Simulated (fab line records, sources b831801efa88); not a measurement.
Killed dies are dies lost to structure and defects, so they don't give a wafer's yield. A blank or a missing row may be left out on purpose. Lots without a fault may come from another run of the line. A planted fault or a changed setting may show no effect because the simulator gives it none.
Which tool did it? | flow gf180mcu | 7 lots, 21 wafers sampled, at 2 steps of a route of 602

WHAT THE GAUGES READ, wafer by wafer
GF_M4_RS_MEAS_05: measures by four-point-probe.
lot  | measured     | on            | M4_ALCU_RS (ohm/sq)
L681 | day 22 19:32 | film_metro-02 | 0.0702 0.0699 0.0718
L683 | day 23 19:18 | film_metro-02 | 0.0701 0.0689 0.0698
L686 | day 24 14:11 | film_metro-02 | 0.0717 0.0718 0.0708
L688 | day 25 09:02 | film_metro-04 | 0.0682 0.0694 0.0681
L695 | day 27 15:27 | film_metro-04 | 0.0710 0.0707 0.0705
L697 | day 28 06:20 | film_metro-04 | 0.0702 0.0699 0.0703
L701 | day 29 02:13 | film_metro-03 | 0.0702 0.0701 0.0702

WHICH TOOL RAN EACH LOT (tool, then ch and the chambers of the sampled wafers, then the start)
lot  | GF_M4_SPUTTER_01
L681 | pvd_sputter-04, day 22 19:23
L683 | pvd_sputter-02, day 23 19:10
L686 | pvd_sputter-03, day 24 14:01
L688 | pvd_sputter-04, day 25 08:55
L695 | pvd_sputter-03, day 27 15:19
L697 | pvd_sputter-02, day 28 06:11
L701 | pvd_sputter-03, day 29 02:04
- GF_M4_SPUTTER_01: material TiN, target thk 30 nm, time 25 s.

THE ANSWER, worked out from the rows above alone
Rule: what is usual is taken from the lots themselves. Put in order of their means at a reading, lots are off if they are a third of the lots or fewer, leave a main group of 4 or more, and stand apart from it by a gap of 3 or more times the standard deviation of the main group's means; of several such gaps the widest counts. A main group whose means are all the same, to the digits that the tables above print for the reading, isn't used. A lot without any number at a reading at which 4 lots or more have one is off too. The other lots that the step has rows for count as sound.
No lot is off at any reading shown: from this, nothing can be told.

WHAT THE SIMULATOR HAD PUT IN
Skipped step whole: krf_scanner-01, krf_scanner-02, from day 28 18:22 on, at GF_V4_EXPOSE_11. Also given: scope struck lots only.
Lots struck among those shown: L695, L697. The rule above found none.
